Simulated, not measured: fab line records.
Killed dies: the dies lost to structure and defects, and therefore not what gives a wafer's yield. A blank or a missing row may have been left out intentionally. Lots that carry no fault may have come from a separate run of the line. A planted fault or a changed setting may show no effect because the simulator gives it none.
fab line records :: flow sfqLine :: part 2 of 2: steps 31 to 39 of 39
record:
  lots: 5
  wafers: 15
  lastDay: 94
route steps=325 shown M2@96 I2@103 M3@118 I3@133
lots that met no fault: from a run of the same line without faults
startH: hours from the record's first day to the start of the lot's first wafer shown :: waitH: hours elapsed since this lot's preceding step :: " the same as in the row above :: L1.1+2: a single row standing in for several wafers :: - no value present, or no start provided :: * or withheld: withheld :: < > ~ a bound
route shown NAME@n: NAME is a module with steps in the file, n the number in the route of the first one :: usual: average and standard deviation across the fault-free wafers :: same: alike in all rows :: chamber/n: place in a boat :: sites: each site's reading :: _std_site: the standard deviation of these :: _edge_site: inner sites' mean taken away from outer sites' mean :: radiusMm: how far each site lies from the wafer's centre :: mask NAME#n: copy n :: behind: the last tool/chamber to shape the wafer :: hold: why the lot went on hold/how many hours it stayed there/how the hold came to an end :: device: names the non-switching transistor (n, p or np) :: end of line: the route-end tests of the same wafers :: a step given without rows: its recipe and nothing more :: killed: not the wafer's yield, but the dies lost to structure and defects at the first sort :: map: dies across one wafer; x = killed, . = not, _ = none there
set.NAME: the setting that was run; set.NAME@STEP: the one run at that earlier step :: model.NAME: the simulator's own value behind a step, which no gauge read
lots at some steps of the route; a table a step, a row a wafer
services: from which hour (startH, from the record's first day; less than 0 if before it) a tool's chamber was out of use, for how many hours, and why
== steps ==
step: SFQ_TRILAYER_M3_LITHO_DEVELOP_077
recipe:
  timeS: 60
  resist: KrF
lot.wafer: L077.3+4+6
tool: lithoTrack-04
chamber: 0
startH: 1053.37
waitH: 0.1

lot.wafer: L081.2+3+4
tool: lithoTrack-03
chamber: 0
startH: 1095.26
waitH: 0.1

lot.wafer: L083.2+3+5
tool: lithoTrack-02
chamber: 0
startH: 1109.66
waitH: 0.1

lot.wafer: L085.2+5+6
tool: lithoTrack-03
chamber: 0
startH: 1121.66
waitH: 0.1

lot.wafer: L092.3+4+5
tool: lithoTrack-04
chamber: 0
startH: 1324.68
waitH: 0.1
step: SFQ_M3_OVL_MEAS_921
usual:
  M3_OVL: 1/4.7
lot.wafer: L077.3
tool: overlay-02
chamber: -
startH: 1053.49
waitH: 0.1
M3_OVL[nm]: 7

lot.wafer: L077.4
tool: overlay-02
chamber: -
startH: 1053.49
waitH: 0.1
M3_OVL[nm]: 1

lot.wafer: L077.6
tool: overlay-02
chamber: -
startH: 1053.49
waitH: 0.1
M3_OVL[nm]: 3

lot.wafer: L081.2
tool: overlay-02
chamber: -
startH: 1095.39
waitH: 0.1
M3_OVL[nm]: 7

lot.wafer: L081.3
tool: overlay-02
chamber: -
startH: 1095.39
waitH: 0.1
M3_OVL[nm]: 2

lot.wafer: L081.4
tool: overlay-02
chamber: -
startH: 1095.39
waitH: 0.1
M3_OVL[nm]: 4

lot.wafer: L083.2
tool: overlay-01
chamber: -
startH: 1109.79
waitH: 0.1
M3_OVL[nm]: 0

lot.wafer: L083.3
tool: overlay-01
chamber: -
startH: 1109.79
waitH: 0.1
M3_OVL[nm]: -4

lot.wafer: L083.5
tool: overlay-01
chamber: -
startH: 1109.79
waitH: 0.1
M3_OVL[nm]: -4

lot.wafer: L085.2
tool: overlay-02
chamber: -
startH: 1121.79
waitH: 0.1
M3_OVL[nm]: 3

lot.wafer: L085.5
tool: overlay-02
chamber: -
startH: 1121.79
waitH: 0.1
M3_OVL[nm]: -3

lot.wafer: L085.6
tool: overlay-02
chamber: -
startH: 1121.79
waitH: 0.1
M3_OVL[nm]: 7

lot.wafer: L092.3
tool: overlay-02
chamber: -
startH: 1324.79
waitH: 0.1
M3_OVL[nm]: -2

lot.wafer: L092.4
tool: overlay-02
chamber: -
startH: 1324.79
waitH: 0.1
M3_OVL[nm]: -4

lot.wafer: L092.5
tool: overlay-02
chamber: -
startH: 1324.79
waitH: 0.1
M3_OVL[nm]: 2
step: SFQ_TRILAYER_M3_BARC_OPEN_METAL_ETCH_100
recipe:
  maskMaterial: PR
  chemistry: O2
  targetDepthNm: 125
  target: BARC
  icpW: 600
  biasW: 80
  pressureMtorr: 10
  timeS: 41.7
usual:
  drypumpMotorCurrentA: 5.9/0.33
  oesProductAu: 0.685/0.0047
lot.wafer: L077.3
tool: rieMetal-04
chamber: 0
startH: 1053.53
waitH: 0.0
drypumpMotorCurrentA: 5.7
oesProductAu: 0.684
rfHoursCounterH: -

lot.wafer: L077.4
tool: rieMetal-04
chamber: 1
startH: 1053.53
waitH: 0.0
drypumpMotorCurrentA: 6.4
oesProductAu: 0.683
rfHoursCounterH: -

lot.wafer: L077.6
tool: rieMetal-04
chamber: 1
startH: 1053.53
waitH: 0.0
drypumpMotorCurrentA: 6.4
oesProductAu: 0.683
rfHoursCounterH: -

lot.wafer: L081.2
tool: rieMetal-02
chamber: 1
startH: 1095.42
waitH: 0.0
drypumpMotorCurrentA: 6.0
oesProductAu: 0.679
rfHoursCounterH: 53

lot.wafer: L081.3
tool: rieMetal-02
chamber: 1
startH: 1095.42
waitH: 0.0
drypumpMotorCurrentA: 6.0
oesProductAu: 0.688
rfHoursCounterH: -

lot.wafer: L081.4
tool: rieMetal-02
chamber: 0
startH: 1095.42
waitH: 0.0
drypumpMotorCurrentA: 5.5
oesProductAu: 0.697
rfHoursCounterH: -

lot.wafer: L083.2
tool: rieMetal-04
chamber: 1
startH: 1109.82
waitH: 0.0
drypumpMotorCurrentA: 6.4
oesProductAu: 0.683
rfHoursCounterH: 93

lot.wafer: L083.3
tool: rieMetal-04
chamber: 0
startH: 1109.82
waitH: 0.0
drypumpMotorCurrentA: 5.7
oesProductAu: 0.677
rfHoursCounterH: -

lot.wafer: L083.5
tool: rieMetal-04
chamber: 1
startH: 1109.82
waitH: 0.0
drypumpMotorCurrentA: 6.4
oesProductAu: 0.690
rfHoursCounterH: -

lot.wafer: L085.2
tool: rieMetal-02
chamber: 1
startH: 1121.82
waitH: 0.0
drypumpMotorCurrentA: 6.0
oesProductAu: 0.688
rfHoursCounterH: 56

lot.wafer: L085.5
tool: rieMetal-02
chamber: 1
startH: 1121.82
waitH: 0.0
drypumpMotorCurrentA: 6.0
oesProductAu: 0.689
rfHoursCounterH: -

lot.wafer: L085.6
tool: rieMetal-02
chamber: 0
startH: 1121.82
waitH: 0.0
drypumpMotorCurrentA: 5.5
oesProductAu: 0.684
rfHoursCounterH: -

lot.wafer: L092.3
tool: rieMetal-02
chamber: 0
startH: 1324.83
waitH: 0.0
drypumpMotorCurrentA: 5.5
oesProductAu: 0.685
rfHoursCounterH: -

lot.wafer: L092.4
tool: rieMetal-02
chamber: 1
startH: 1324.83
waitH: 0.0
drypumpMotorCurrentA: 6.0
oesProductAu: 0.691
rfHoursCounterH: -

lot.wafer: L092.5
tool: rieMetal-02
chamber: 0
startH: 1324.83
waitH: 0.0
drypumpMotorCurrentA: 5.5
oesProductAu: 0.693
rfHoursCounterH: -
step: SFQ_TRILAYER_M3_ETCH_METAL_ETCH_078
recipe:
  target: Nb
  stopOn: SiO2
  maskMaterial: PR
  chemistry: Cl2/Ar
  targetDepthNm: 240
  icpW: 600
  biasW: 80
  pressureMtorr: 10
  timeS: 120
usual:
  drypumpMotorCurrentA: 5.9/0.32
  oesProductAu: 0.894/0.007
lot.wafer: L077.3
tool: rieMetal-04
chamber: 0
startH: 1053.61
waitH: 0.1
drypumpMotorCurrentA: 5.7
oesProductAu: 0.891
rfHoursCounterH: -

lot.wafer: L077.4
tool: rieMetal-04
chamber: 1
startH: 1053.61
waitH: 0.1
drypumpMotorCurrentA: 6.4
oesProductAu: 0.889
rfHoursCounterH: -

lot.wafer: L077.6
tool: rieMetal-04
chamber: 1
startH: 1053.61
waitH: 0.1
drypumpMotorCurrentA: 6.4
oesProductAu: 0.904
rfHoursCounterH: -

lot.wafer: L081.2
tool: rieMetal-02
chamber: 1
startH: 1095.48
waitH: 0.0
drypumpMotorCurrentA: 6.0
oesProductAu: 0.894
rfHoursCounterH: 53

lot.wafer: L081.3
tool: rieMetal-02
chamber: 1
startH: 1095.48
waitH: 0.0
drypumpMotorCurrentA: 6.0
oesProductAu: 0.895
rfHoursCounterH: -

lot.wafer: L081.4
tool: rieMetal-02
chamber: 0
startH: 1095.48
waitH: 0.0
drypumpMotorCurrentA: 5.5
oesProductAu: 0.890
rfHoursCounterH: -

lot.wafer: L083.2
tool: rieMetal-04
chamber: 1
startH: 1109.88
waitH: 0.0
drypumpMotorCurrentA: 6.4
oesProductAu: 0.887
rfHoursCounterH: 93

lot.wafer: L083.3
tool: rieMetal-04
chamber: 0
startH: 1109.88
waitH: 0.0
drypumpMotorCurrentA: 5.7
oesProductAu: 0.900
rfHoursCounterH: -

lot.wafer: L083.5
tool: rieMetal-04
chamber: 1
startH: 1109.88
waitH: 0.0
drypumpMotorCurrentA: 6.4
oesProductAu: 0.884
rfHoursCounterH: -

lot.wafer: L085.2
tool: rieMetal-02
chamber: 1
startH: 1121.88
waitH: 0.0
drypumpMotorCurrentA: 6.0
oesProductAu: 0.898
rfHoursCounterH: 56

lot.wafer: L085.5
tool: rieMetal-02
chamber: 1
startH: 1121.88
waitH: 0.0
drypumpMotorCurrentA: 6.0
oesProductAu: 0.893
rfHoursCounterH: -

lot.wafer: L085.6
tool: rieMetal-02
chamber: 0
startH: 1121.88
waitH: 0.0
drypumpMotorCurrentA: 5.5
oesProductAu: 0.887
rfHoursCounterH: -

lot.wafer: L092.3
tool: rieMetal-02
chamber: 0
startH: 1324.91
waitH: 0.1
drypumpMotorCurrentA: 5.5
oesProductAu: 0.908
rfHoursCounterH: -

lot.wafer: L092.4
tool: rieMetal-02
chamber: 1
startH: 1324.91
waitH: 0.1
drypumpMotorCurrentA: 6.0
oesProductAu: 0.901
rfHoursCounterH: -

lot.wafer: L092.5
tool: rieMetal-02
chamber: 0
startH: 1324.91
waitH: 0.1
drypumpMotorCurrentA: 5.5
oesProductAu: 0.911
rfHoursCounterH: -
step: SFQ_TRILAYER_M3_STRIP_STRIP_079
recipe:
  gas: O2
  powerW: 200
  platenTempC: 40
  overashFraction: 0.65
  chemistry: O2
  pressureMtorr: 50
usual:
  drypumpMotorCurrentA: 5.9/0.31
  oesProductAu: 0.996/0.0069
lot.wafer: L077.3
tool: rieMetal-04
chamber: 0
startH: 1053.90
waitH: 0.2
drypumpMotorCurrentA: 5.7
oesProductAu: 0.993
rfHoursCounterH: -

lot.wafer: L077.4
tool: rieMetal-04
chamber: 1
startH: 1053.90
waitH: 0.2
drypumpMotorCurrentA: 6.4
oesProductAu: 1.001
rfHoursCounterH: -

lot.wafer: L077.6
tool: rieMetal-04
chamber: 1
startH: 1053.90
waitH: 0.2
drypumpMotorCurrentA: 6.4
oesProductAu: 0.993
rfHoursCounterH: -

lot.wafer: L081.2
tool: rieMetal-02
chamber: 1
startH: 1095.61
waitH: 0.1
drypumpMotorCurrentA: 6.0
oesProductAu: 0.980
rfHoursCounterH: 53

lot.wafer: L081.3
tool: rieMetal-02
chamber: 1
startH: 1095.61
waitH: 0.1
drypumpMotorCurrentA: 6.0
oesProductAu: 0.995
rfHoursCounterH: -

lot.wafer: L081.4
tool: rieMetal-02
chamber: 0
startH: 1095.61
waitH: 0.1
drypumpMotorCurrentA: 5.5
oesProductAu: 0.998
rfHoursCounterH: -

lot.wafer: L083.2
tool: rieMetal-04
chamber: 1
startH: 1110.01
waitH: 0.1
drypumpMotorCurrentA: 6.4
oesProductAu: 0.986
rfHoursCounterH: 93

lot.wafer: L083.3
tool: rieMetal-04
chamber: 0
startH: 1110.01
waitH: 0.1
drypumpMotorCurrentA: 5.7
oesProductAu: 0.994
rfHoursCounterH: -

lot.wafer: L083.5
tool: rieMetal-04
chamber: 1
startH: 1110.01
waitH: 0.1
drypumpMotorCurrentA: 6.4
oesProductAu: 0.989
rfHoursCounterH: -

lot.wafer: L085.2
tool: rieMetal-02
chamber: 1
startH: 1122.01
waitH: 0.1
drypumpMotorCurrentA: 6.0
oesProductAu: 0.997
rfHoursCounterH: 56

lot.wafer: L085.5
tool: rieMetal-02
chamber: 1
startH: 1122.01
waitH: 0.1
drypumpMotorCurrentA: 6.0
oesProductAu: 0.989
rfHoursCounterH: -

lot.wafer: L085.6
tool: rieMetal-02
chamber: 0
startH: 1122.01
waitH: 0.1
drypumpMotorCurrentA: 5.4
oesProductAu: 0.992
rfHoursCounterH: -

lot.wafer: L092.3
tool: rieMetal-02
chamber: 0
startH: 1325.20
waitH: 0.2
drypumpMotorCurrentA: 5.5
oesProductAu: 0.991
rfHoursCounterH: -

lot.wafer: L092.4
tool: rieMetal-02
chamber: 1
startH: 1325.20
waitH: 0.2
drypumpMotorCurrentA: 6.0
oesProductAu: 0.996
rfHoursCounterH: -

lot.wafer: L092.5
tool: rieMetal-02
chamber: 0
startH: 1325.20
waitH: 0.2
drypumpMotorCurrentA: 5.5
oesProductAu: 0.991
rfHoursCounterH: -
step: SFQ_TRILAYER_M3_STRIP_SOLV_CLEAN_080
recipe:
  chemistry: NMP
  tempC: 70
  timeS: 600
lot.wafer: L077.3+4+6
tool: wetBench-03
chamber: 6,5,7
startH: 1054.30
waitH: 0.2

lot.wafer: L081.2+3+4
tool: wetBench-02
chamber: 0,4,6
startH: 1096.21
waitH: 0.4

lot.wafer: L083.2+3+5
tool: wetBench-03
chamber: 0,5,4
startH: 1110.61
waitH: 0.4

lot.wafer: L085.2+5+6
tool: wetBench-01
chamber: 6,7,4
startH: 1122.61
waitH: 0.4

lot.wafer: L092.3+4+5
tool: wetBench-03
chamber: 0,5,3
startH: 1325.60
waitH: 0.2
step: SFQ_TRILAYER_I3_DEP_PECVD_081
recipe:
  material: SiO2
  tempC: 150
  timeS: 111.11
  pressureTorr: 2.4
  rfW: 183.3
  precursor: SiH4/N2O
  targetThkNm: 500
usual:
  heaterPowerW: 84/14
  throttleValvePct: 24.1/0.93
lot.wafer: L077.3
tool: pecvd-01
chamber: 0
startH: 1054.47
waitH: 0.0
heaterPowerW: 87
throttleValvePct: 23.6

lot.wafer: L077.4
tool: pecvd-01
chamber: 2
startH: 1054.47
waitH: 0.0
heaterPowerW: 73
throttleValvePct: 21.7

lot.wafer: L077.6
tool: pecvd-01
chamber: 1
startH: 1054.47
waitH: 0.0
heaterPowerW: 96
throttleValvePct: 22.5

lot.wafer: L081.2
tool: pecvd-01
chamber: 1
startH: 1096.40
waitH: 0.0
heaterPowerW: 84
throttleValvePct: 22.4

lot.wafer: L081.3
tool: pecvd-01
chamber: 0
startH: 1096.40
waitH: 0.0
heaterPowerW: 81
throttleValvePct: 23.5

lot.wafer: L081.4
tool: pecvd-01
chamber: 0
startH: 1096.40
waitH: 0.0
heaterPowerW: 83
throttleValvePct: 23.6

lot.wafer: L083.2
tool: pecvd-03
chamber: 1
startH: 1110.78
waitH: 0.0
heaterPowerW: 89
throttleValvePct: 24.9

lot.wafer: L083.3
tool: pecvd-03
chamber: 2
startH: 1110.78
waitH: 0.0
heaterPowerW: 93
throttleValvePct: 23.9

lot.wafer: L083.5
tool: pecvd-03
chamber: 2
startH: 1110.78
waitH: 0.0
heaterPowerW: 96
throttleValvePct: 24.0

lot.wafer: L085.2
tool: pecvd-03
chamber: 0
startH: 1122.78
waitH: 0.0
heaterPowerW: 68
throttleValvePct: 24.6

lot.wafer: L085.5
tool: pecvd-03
chamber: 1
startH: 1122.78
waitH: 0.0
heaterPowerW: 86
throttleValvePct: 24.5

lot.wafer: L085.6
tool: pecvd-03
chamber: 0
startH: 1122.78
waitH: 0.0
heaterPowerW: 69
throttleValvePct: 23.9

lot.wafer: L092.3
tool: pecvd-01
chamber: 0
startH: 1325.77
waitH: 0.0
heaterPowerW: 83
throttleValvePct: 24.5

lot.wafer: L092.4
tool: pecvd-01
chamber: 2
startH: 1325.77
waitH: 0.0
heaterPowerW: 82
throttleValvePct: 22.7

lot.wafer: L092.5
tool: pecvd-01
chamber: 0
startH: 1325.77
waitH: 0.0
heaterPowerW: 87
throttleValvePct: 24.4
step: SFQ_TRILAYER_I3_CMP_CMP_082
recipe:
  material: SiO2
  downForcePsi: 3
  platenRpm: 60
  padVelocityMS: 0.94248
usual:
  motorCurrentA: 10.3/0.97
  retainingRingPressureFrac: 1.000/0.0049
  slurryFilterDpKPa: 13.49/0.14
  slurryFlowMlMin: 150.0/0.45
  timeToEndpointS: 218/7.1
lot.wafer: L077.4
tool: cmp-02
chamber: 2
startH: 1058.83
waitH: 4.3
motorCurrentA: 11.2
retainingRingPressureFrac: 1.006
slurryFilterDpKPa: 13.51
slurryFlowMlMin: 150.7
timeToEndpointS: 218

lot.wafer: L077.3
tool: cmp-02
chamber: 3
startH: 1058.83
waitH: 4.3
motorCurrentA: 9.6
retainingRingPressureFrac: 1.003
slurryFilterDpKPa: 13.57
slurryFlowMlMin: 150.5
timeToEndpointS: 213

lot.wafer: L077.6
tool: cmp-02
chamber: 2
startH: 1060.83
waitH: 6.3
motorCurrentA: 11.3
retainingRingPressureFrac: 1.006
slurryFilterDpKPa: 13.87
slurryFlowMlMin: 150.5
timeToEndpointS: 211

lot.wafer: L081.4
tool: cmp-01
chamber: 3
startH: 1101.13
waitH: 4.7
motorCurrentA: 10.1
retainingRingPressureFrac: 0.996
slurryFilterDpKPa: 13.43
slurryFlowMlMin: 150.5
timeToEndpointS: 220

lot.wafer: L081.2
tool: cmp-01
chamber: 0
startH: 1101.13
waitH: 4.7
motorCurrentA: 9.6
retainingRingPressureFrac: 1.000
slurryFilterDpKPa: 13.55
slurryFlowMlMin: 149.7
timeToEndpointS: 204

lot.wafer: L081.3
tool: cmp-01
chamber: 1
startH: 1101.13
waitH: 4.7
motorCurrentA: 9.5
retainingRingPressureFrac: 1.003
slurryFilterDpKPa: 13.53
slurryFlowMlMin: 149.9
timeToEndpointS: 214

lot.wafer: L083.2
tool: cmp-01
chamber: 2
startH: 1111.86
waitH: 1.0
motorCurrentA: 11.0
retainingRingPressureFrac: 0.989
slurryFilterDpKPa: 13.63
slurryFlowMlMin: 149.8
timeToEndpointS: 223

lot.wafer: L083.3
tool: cmp-01
chamber: 3
startH: 1111.86
waitH: 1.0
motorCurrentA: 10.2
retainingRingPressureFrac: 1.002
slurryFilterDpKPa: 13.50
slurryFlowMlMin: 149.6
timeToEndpointS: 216

lot.wafer: L083.5
tool: cmp-01
chamber: 1
startH: 1113.36
waitH: 2.5
motorCurrentA: 9.5
retainingRingPressureFrac: 1.004
slurryFilterDpKPa: 13.33
slurryFlowMlMin: 150.6
timeToEndpointS: 224

lot.wafer: L085.2
tool: cmp-01
chamber: 3
startH: 1122.86
waitH: 0.0
motorCurrentA: 10.7
retainingRingPressureFrac: 1.008
slurryFilterDpKPa: 13.41
slurryFlowMlMin: 150.3
timeToEndpointS: 221

lot.wafer: L085.6
tool: cmp-01
chamber: 3
startH: 1124.86
waitH: 2.0
motorCurrentA: 10.8
retainingRingPressureFrac: 1.007
slurryFilterDpKPa: 13.41
slurryFlowMlMin: 150.0
timeToEndpointS: 229

lot.wafer: L085.5
tool: cmp-01
chamber: 0
startH: 1124.86
waitH: 2.0
motorCurrentA: 9.9
retainingRingPressureFrac: 1.003
slurryFilterDpKPa: 13.37
slurryFlowMlMin: 149.8
timeToEndpointS: 230

lot.wafer: L092.4
tool: cmp-02
chamber: 2
startH: 1327.06
waitH: 1.2
motorCurrentA: 11.3
retainingRingPressureFrac: 0.998
slurryFilterDpKPa: 13.44
slurryFlowMlMin: 150.1
timeToEndpointS: 213

lot.wafer: L092.3
tool: cmp-02
chamber: 3
startH: 1327.06
waitH: 1.2
motorCurrentA: 9.5
retainingRingPressureFrac: 1.010
slurryFilterDpKPa: 13.85
slurryFlowMlMin: 150.2
timeToEndpointS: 206

lot.wafer: L092.5
tool: cmp-02
chamber: 0
startH: 1327.06
waitH: 1.2
motorCurrentA: 8.8
retainingRingPressureFrac: 0.999
slurryFilterDpKPa: 13.52
slurryFlowMlMin: 150.7
timeToEndpointS: 216
step: SFQ_I3_BOW_MEAS_922
recipe:
  mode: bow
usual:
  I3_BOW: 2/11
lot.wafer: L077.3
tool: filmMetro-03
chamber: -
startH: 1061.87
waitH: 2.0
I3_BOW[um]: 5

lot.wafer: L077.4
tool: filmMetro-03
chamber: -
startH: 1061.87
waitH: 2.0
I3_BOW[um]: 0

lot.wafer: L077.6
tool: filmMetro-03
chamber: -
startH: 1061.87
waitH: 2.0
I3_BOW[um]: 12

lot.wafer: L081.2
tool: filmMetro-01
chamber: -
startH: 1103.65
waitH: 1.5
I3_BOW[um]: 1

lot.wafer: L081.3
tool: filmMetro-01
chamber: -
startH: 1103.65
waitH: 1.5
I3_BOW[um]: -10

lot.wafer: L081.4
tool: filmMetro-01
chamber: -
startH: 1103.65
waitH: 1.5
I3_BOW[um]: -2

lot.wafer: L083.2
tool: filmMetro-01
chamber: -
startH: 1113.88
waitH: 1.5
I3_BOW[um]: 10

lot.wafer: L083.3
tool: filmMetro-01
chamber: -
startH: 1113.88
waitH: 1.5
I3_BOW[um]: -8

lot.wafer: L083.5
tool: filmMetro-01
chamber: -
startH: 1113.88
waitH: 1.5
I3_BOW[um]: 12

lot.wafer: L085.2
tool: filmMetro-01
chamber: -
startH: 1125.88
waitH: 2.5
I3_BOW[um]: -5

lot.wafer: L085.5
tool: filmMetro-01
chamber: -
startH: 1125.88
waitH: 2.5
I3_BOW[um]: -5

lot.wafer: L085.6
tool: filmMetro-01
chamber: -
startH: 1125.88
waitH: 2.5
I3_BOW[um]: -6

lot.wafer: L092.3
tool: filmMetro-03
chamber: -
startH: 1329.10
waitH: 1.0
I3_BOW[um]: 16

lot.wafer: L092.4
tool: filmMetro-03
chamber: -
startH: 1329.10
waitH: 1.0
I3_BOW[um]: 13

lot.wafer: L092.5
tool: filmMetro-03
chamber: -
startH: 1329.10
waitH: 1.0
I3_BOW[um]: 23
== services ==
tool: krfScanner-02
chamber: -
startH: 906.83
hours: 0.5
kind: repair

tool: rieMetal-04
chamber: 1
startH: 941.54
hours: 5.8
kind: repair

tool: krfScanner-02
chamber: -
startH: 944.96
hours: 1.3
kind: pm

tool: krfScanner-02
chamber: -
startH: 956.99
hours: 1.9
kind: repair

tool: rieDiel-04
chamber: 1
startH: 959.20
hours: 5.8
kind: repair

tool: rieMetal-02
chamber: -
startH: 968.01
hours: 1.4
kind: pm

tool: rieDiel-04
chamber: 3
startH: 985.19
hours: 5.2
kind: repair

tool: rieMetal-02
chamber: -
startH: 996.50
hours: 14.6
kind: pm

tool: krfScanner-02
chamber: -
startH: 1004.01
hours: 0.8
kind: pm

tool: rieDiel-04
chamber: -
startH: 1032.64
hours: 1.8
kind: repair

tool: krfScanner-02
chamber: -
startH: 1034.26
hours: 1.0
kind: pm

tool: rieMetal-03
chamber: -
startH: 1047.43
hours: 14.0
kind: repair

tool: rieDiel-04
chamber: -
startH: 1104.49
hours: 0.1
kind: repair

tool: krfScanner-02
chamber: -
startH: 1120.37
hours: 1.3
kind: pm

tool: krfScanner-02
chamber: -
startH: 1144.41
hours: 3.6
kind: pm

tool: rieMetal-03
chamber: 0
startH: 1185.84
hours: 1.7
kind: repair

tool: rieMetal-03
chamber: -
startH: 1190.64
hours: 2.8
kind: pm

tool: rieDiel-04
chamber: 3
startH: 1217.40
hours: 7.2
kind: repair

tool: rieDiel-04
chamber: -
startH: 1230.38
hours: 14.6
kind: pm

tool: rieMetal-03
chamber: -
startH: 1244.11
hours: 5.7
kind: repair

tool: rieMetal-04
chamber: 1
startH: 1249.74
hours: 12.6
kind: repair

tool: rieDiel-04
chamber: 2
startH: 1257.81
hours: 15.9
kind: repair

tool: rieDiel-04
chamber: 0
startH: 1311.28
hours: 4.6
kind: repair

tool: rieMetal-04
chamber: -
startH: 1315.15
hours: 28.1
kind: pm
